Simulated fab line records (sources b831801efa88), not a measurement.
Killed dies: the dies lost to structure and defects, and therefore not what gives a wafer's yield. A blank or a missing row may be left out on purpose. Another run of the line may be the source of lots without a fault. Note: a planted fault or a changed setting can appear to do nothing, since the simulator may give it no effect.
8D (eight disciplines) problem report, filled in by code + flow gf180mcu + the parts of the form that need people (team, actions taken, sign-off) are left out

1. PROBLEM STATEMENT
Wafers without a fault read 159.99 C, standard deviation 0.16; temp c at GF_STI_WET_ETCH_17 reads a mean of 155.70 C on 6 wafers belonging to 2 lots. That is -27 standard deviations from the usual mean.
The step: etches Si3N4 in H3PO4, target depth 45 nm, time 514 s.
The first sign was on wafer L239.2 at day 5 13:17, on wet bench-02. The record holds 18 wafers of 6 lots with a number at this step. By rule, "out" or "out of limits" means more than 4 standard deviations away from the usual mean. All remaining wafers that have a number are taken as sound.

2. WHAT IT IS AND WHAT IT IS NOT
| question                    | is                        | is not                                                                   |
|-----------------------------|---------------------------|--------------------------------------------------------------------------|
| which readings at this step | temp c, bath guard temp C | -                                                                        |
| which lots                  | L239, L242                | L226, L231, L244, L245                                                   |
| which wafers of those lots  | all that have a number    | -                                                                        |
| read on which tools         | wet bench-02              | wet bench-01, wet bench-04                                               |
| when                        | from day 5 13:17          | up to then (6 sound wafers); but 6 sound wafers of L244, L245 came after |

3. SUSPECTS, AND WHAT RULES EACH OUT
Counting: a tool at any process step up to the reading remains a suspect when it ran all the lots that are out and ran no sound lot after the first of those.
- plasma asher-03 at GF_STI_STRIP_15 (strips in O2/N2): kept. It ran every lot that is out, first L239 (day 5 13:10), and no sound lot after that.
- wet bench-02 at GF_STI_WET_ETCH_17 (etches Si3N4 in H3PO4, target depth 45 nm, time 514 s): kept. All lots that are out passed through it, beginning with L239 at day 5 13:17, and no sound lot followed; its final sound lot before that point was L231 at day 3 19:49. On those wafers its own readings are out: bath guard temp C, temp c.
After counting, plasma asher-03 at GF_STI_STRIP_15 and wet bench-02 at GF_STI_WET_ETCH_17 remain.

4. THE CAUSE (what the simulator had put in)
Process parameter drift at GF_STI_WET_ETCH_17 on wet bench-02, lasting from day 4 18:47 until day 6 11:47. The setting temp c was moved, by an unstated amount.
After counting, 2 suspects remain, this tool included.

5. THE EFFECT CHAIN, in route order
Each row: a reading where the mean over the struck wafers with a number is more than 3 standard deviations away from the usual. Readings are gone through only where the record gives a usual standard deviation; hours: the median, over the lots, of the time from a lot's start at the first step in this table giving one to that lot's start at this step; sigmas: the change measured in usual standard deviations.
| hours | step               | reading           | usual    | on struck wafers | change | sigmas |
|-------|--------------------|-------------------|----------|------------------|--------|--------|
| 0     | GF_STI_WET_ETCH_17 | bath guard temp C | 159.9 C  | 155.2            | -4.8   | -6.7   |
| 0     | GF_STI_WET_ETCH_17 | temp c            | 159.99 C | 155.70           | -4.29  | -27    |
Its process steps:
- GF_STI_WET_ETCH_17: etches Si3N4 in H3PO4, target depth 45 nm, time 514 s.
At these later measuring or inspecting steps, every struck wafer for which the step has a row has a number for every such reading, and none has moved that far: GF_STI_THK_MEAS_22, GF_STI_THK_MEAS_24.

6. HOW IT WOULD HAVE BEEN CAUGHT EARLIER
The fault began at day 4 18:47; the first out-of-limits reading in this record came at day 5 13:17, 19 hours later.
